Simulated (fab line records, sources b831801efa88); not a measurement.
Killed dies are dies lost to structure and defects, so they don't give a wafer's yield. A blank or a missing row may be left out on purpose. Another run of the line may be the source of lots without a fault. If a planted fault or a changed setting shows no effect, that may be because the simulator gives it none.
Split-lot trial -- flow gf180mcu -- 23 wafers read across 5 lots, on a route 602 steps long

ON THE SPLIT
At GF_MIM_CVD_05 (deposits Si3N4, target thk 42 nm, time 29.086 s), the setting timeS was moved away from the recipe's 29.086 s on 7 of the 23 wafers read, by -6.0% to +4.7%. The other wafers ran this setting at the recipe's value.

Between the split and the reading, the file records no step.

THE READING
MIM_CVD_05_THK in nanometres, read at GF_MIM_THK_MEAS_06. Typical for fault-free wafers on this fab line: 42.0 nm, with standard deviation 0.52 nm.

wafer,"tool, chamber at the split","timeS as run, s",against the recipe,"MIM_CVD_05_THK, nm",against lot-mates on the recipe
L077.1,"pecvd-03, 2",30.44,+4.7%,43.9,+1.8
L077.2,"pecvd-03, 0",30.44,+4.7%,43.9,+1.8
L077.4,"pecvd-03, 2",30.44,+4.7%,44.7,+2.6
L077.5,"pecvd-03, 0",29.086,recipe,42.0,-
L077.6,"pecvd-03, 1",29.086,recipe,42.2,-
L079.1,"pecvd-02, 2",29.086,recipe,41.5,-
L079.2,"pecvd-02, 1",29.086,recipe,41.4,-
L079.3,"pecvd-02, 2",29.086,recipe,42.2,-
L079.4,"pecvd-02, 1",29.086,recipe,41.4,-
L079.5,"pecvd-02, 1",29.086,recipe,41.9,-
L080.2,"pecvd-02, 1",29.086,recipe,41.4,-
L080.3,"pecvd-02, 2",27.64,-5.0%,40.6,-1.3
L080.4,"pecvd-02, 1",27.64,-5.0%,40.1,-1.8
L080.5,"pecvd-02, 2",29.086,recipe,42.5,-
L080.6,"pecvd-02, 1",29.086,recipe,41.7,-
L081.1,"pecvd-02, 2",27.33,-6.0%,39.5,-2.7
L081.2,"pecvd-02, 1",29.086,recipe,41.5,-
L081.3,"pecvd-02, 1",27.33,-6.0%,40.0,-2.2
L081.4,"pecvd-02, 2",29.086,recipe,42.9,-
L081.5,"pecvd-02, 1",29.086,recipe,42.2,-
L082.2,"pecvd-02, 2",29.086,recipe,42.5,-
L082.5,"pecvd-02, 1",29.086,recipe,42.3,-
L082.6,"pecvd-02, 2",29.086,recipe,42.3,-

FIT RESULTS
A straight line over all 23 wafers: MIM_CVD_05_THK changes by +0.397 nm for each +1% of timeS; r = +0.93; the points scatter about the line by 0.46 nm.
The same after taking each lot's own level away (the mean of its wafers on the recipe; 23 wafers): +0.395 nm for each +1%; r = +0.95; scatter 0.4 nm.
The reading moves by 2.4 nm for the largest change in timeS, on that fit.
The lots' own levels span 41.68 to 42.37 nm, that is 1.3 times the standard deviation above.
Consequently the slope shifts little with the lot-to-lot level, the two slopes agreeing.
Check: for one of the wafers moved furthest among these (-6.0%), held out of the fit, the line's prediction against its lot-mates is -2.22 nm. It came out at -2.7 nm against them.

OTHER SPLITS APPLIED TO THESE WAFERS
Before the reading, these wafers also passed through other splits. Each is held against what the fit with the lots' levels taken away leaves over:
other split on the same wafers,wafers away from the commonest value,r with MIM_CVD_05_THK (lot level and that fit taken away)
GF_V4_SPUTTER_22 powerW,8,+0.28

THE WHOLE CHAIN: every reading that the file lists as answering this split, in the file's order
step,what it does,reading,change (the file's fit),r (the file's)
GF_MIM_CVD_05,"deposits Si3N4, target thk 42 nm, time 29.086 s","Si3N4_of_MIM_CVD_05.thkNm (the simulator's own value, which no gauge read)",+0.386 nm for each +1% of the setting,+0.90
GF_MIM_THK_MEAS_06,,MIM_CVD_05_THK,+0.384 for each +1% of the setting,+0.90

THE FILE'S OWN FIT
MIM_CVD_05_THK changes by +0.384 nm for each +1% of timeS, r = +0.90.
